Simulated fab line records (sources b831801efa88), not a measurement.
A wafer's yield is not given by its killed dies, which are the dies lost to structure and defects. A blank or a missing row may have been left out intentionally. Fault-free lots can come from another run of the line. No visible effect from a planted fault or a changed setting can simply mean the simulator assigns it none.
8D (eight disciplines) problem report, filled in by code :: flow sky130 :: the parts of the form that need people (team, actions taken, sign-off) are left out

## 1. PROBLEM STATEMENT
Across 6 wafers from 2 lots, SONOS_ONO_CVD_04_THK at SKY_SONOS_ONO_THK_MEAS_05 averages 9.00 nm, while fault-free wafers read 5.70 nm with a standard deviation of 0.097. Relative to the usual mean, that is a shift of +34 standard deviations.
First observed at day 13 03:18: wafer L556.1, on filmMetro-04. The record holds 36 wafers of 12 lots with a number at this step. By rule, "out" or "out of limits" means more than 4 standard deviations away from the usual mean. The rest of the wafers with a number are treated as sound.

## 2. WHAT IT IS AND WHAT IT IS NOT
question: which readings at this step
is: SONOS_ONO_CVD_04_THK
is not: -

question: which lots
is: L556, L557
is not: L552, L553, L554, L555, L567, L568, L569, L570, L574, L575

question: which wafers of those lots
is: all that have a number
is not: -

question: read on which gauges
is: filmMetro-03, filmMetro-04
is not: filmMetro-01

question: when
is: from day 13 03:18
is not: up to then (12 sound wafers); but 18 sound wafers of L567, L568, L569, L570, L574, L575 came after

## 3. THE SUSPECTS, EACH WITH WHAT RULES IT OUT
Counting: any tool at a process step up to the reading is kept as a suspect provided that every lot that is out went through it and no sound lot did after the first of them.
- the gauge at SKY_SONOS_ONO_THK_MEAS_05 has been ruled out. Those wafers that are out were read across 2 gauges (filmMetro-03, filmMetro-04).
- lpcvd-03 at SKY_SONOS_ONO_CVD_04 (deposits SiO2 from SiH4/N2O, target thk 5.7199 nm): ruled out as a lasting fault. Following L556 (day 13 02:03), the first lot on it that is out, the sound lots L567, L568, L569, L570, L574, L575 were run on it.
Left after counting: nothing in the record.

## 4. THE CAUSE (what the simulator had put in)
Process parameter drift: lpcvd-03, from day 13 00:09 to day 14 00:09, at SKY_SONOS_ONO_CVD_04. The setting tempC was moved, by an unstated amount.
The count ruled it out by mistake, since the rule takes a fault to strike every lot its tool runs from the start of the fault on, and this one did not do so.

## 5. THE CHAIN OF EFFECTS, in route order
Rows list readings where the struck wafers' mean (over those with a number) sits beyond 3 standard deviations from the usual. Only readings whose record carries a usual standard deviation are examined. hours: median over the lots of the time between each lot's start at the first step of this table that gives one and its start at this step. sigmas: the change, counted in usual standard deviations.
hours: 0
step: SKY_SONOS_ONO_CVD_04
reading: spikeTcBottomC
usual: 912.6 C
on struck wafers: 944.4
change: +31.8
sigmas: +26

hours: 0
step: SKY_SONOS_ONO_CVD_04
reading: spikeTcCentreC
usual: 900.4 C
on struck wafers: 932.9
change: +32.5
sigmas: +30

hours: 0
step: SKY_SONOS_ONO_CVD_04
reading: spikeTcLowerC
usual: 901.0 C
on struck wafers: 930.6
change: +29.6
sigmas: +18

hours: 0
step: SKY_SONOS_ONO_CVD_04
reading: spikeTcTopC
usual: 907.4 C
on struck wafers: 937.3
change: +29.9
sigmas: +18

hours: 0
step: SKY_SONOS_ONO_CVD_04
reading: spikeTcUpperC
usual: 899.6 C
on struck wafers: 930.5
change: +30.9
sigmas: +24

hours: 0
step: SKY_SONOS_ONO_CVD_04
reading: susceptorTempC
usual: 899.9 C
on struck wafers: 931.0
change: +31.1
sigmas: +91

hours: 0
step: SKY_SONOS_ONO_CVD_04
reading: zonePowerLowerPct
usual: 16.44 %
on struck wafers: 17.88
change: +1.44
sigmas: +7.6

hours: 0
step: SKY_SONOS_ONO_CVD_04
reading: zonePowerUpperPct
usual: 16.67 %
on struck wafers: 17.91
change: +1.23
sigmas: +4.9

hours: 1
step: SKY_SONOS_ONO_THK_MEAS_05
reading: SONOS_ONO_CVD_04_THK
usual: 5.70 nm
on struck wafers: 9.00
change: +3.30
sigmas: +34
Its process steps:
- SKY_SONOS_ONO_CVD_04: deposits SiO2 from SiH4/N2O, target thk 5.7199 nm.
Later measuring or inspecting steps at which every struck wafer that the step has a row for has a number for every such reading, and none has moved that far: SKY_SONOS_ONO_OVL_MEAS_14.

## 6. WHAT WOULD HAVE CAUGHT IT SOONER
The first out-of-limits reading at a measuring or inspecting step in this record came at day 13 03:18, 3 hours after the fault's start at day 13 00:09.
The tool's own readings at SKY_SONOS_ONO_CVD_04 were out on every struck wafer that the step has a row for (spikeTcBottomC, spikeTcCentreC, spikeTcLowerC, spikeTcTopC, spikeTcUpperC, susceptorTempC, zonePowerLowerPct, zonePowerUpperPct): an alarm limit on them would have fired on the first of those.
